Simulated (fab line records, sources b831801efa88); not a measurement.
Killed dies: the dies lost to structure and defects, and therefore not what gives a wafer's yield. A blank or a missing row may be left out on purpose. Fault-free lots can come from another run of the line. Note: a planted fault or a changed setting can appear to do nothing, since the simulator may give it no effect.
Chamber matching :: flow gf180mcu :: GF_MIM_CVD_05 on pecvd-02 has 3 sister chambers
The step deposits Si3N4, target thk 42 nm, time 29.086 s. 3 wafers are shown with their chamber, then 10 later ones without.

== WAFERS WITH THEIR CHAMBER ==
wafer: L090.3
chamber: 1
heater_power_w (W): 651

wafer: L090.4
chamber: 2
heater_power_w (W): 779

wafer: L090.5
chamber: 0
heater_power_w (W): 496

== WAFERS WHOSE CHAMBER IS MISSING ==
wafer: L090.6
heater_power_w (W): 667

wafer: L094.1
heater_power_w (W): 697

wafer: L094.2
heater_power_w (W): 713

wafer: L094.3
heater_power_w (W): 481

wafer: L094.4
heater_power_w (W): 705

wafer: L094.5
heater_power_w (W): 475

wafer: L094.6
heater_power_w (W): 677

wafer: L097.1
heater_power_w (W): 695

wafer: L097.3
heater_power_w (W): 671

wafer: L097.4
heater_power_w (W): 666

== CHAMBER TAKEN BY EACH ==
wafer: L090.6
from the rows above: 1
in truth: 1

wafer: L094.1
from the rows above: can't be placed: 1 or 2
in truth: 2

wafer: L094.2
from the rows above: can't be placed: 1 or 2
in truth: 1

wafer: L094.3
from the rows above: 0
in truth: 0

wafer: L094.4
from the rows above: can't be placed: 1 or 2
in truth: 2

wafer: L094.5
from the rows above: 0
in truth: 0

wafer: L094.6
from the rows above: 1
in truth: 1

wafer: L097.1
from the rows above: can't be placed: 1 or 2
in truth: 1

wafer: L097.3
from the rows above: 1
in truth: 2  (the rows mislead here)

wafer: L097.4
from the rows above: 1
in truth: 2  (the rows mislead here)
4 of 10 placed correctly. Unplaceable from these rows: 4, with the true chamber sitting among the candidates in 4. Number placed wrongly: 2.
How it was worked out, from the rows above alone: a wafer's distance from a chamber is the root of the sum, over the readings, of the square of ((its reading less the chamber's mean) divided by the reading's scatter). The wafer belongs to the nearest chamber; if the next one is less than 2 further off, it can't be placed. For every chamber, the mean is computed from those of its wafers that are shown. The scatter (one wafer shown for each chamber): square how far every hidden wafer sits from the nearest shown wafer, average those squares and take the square root.
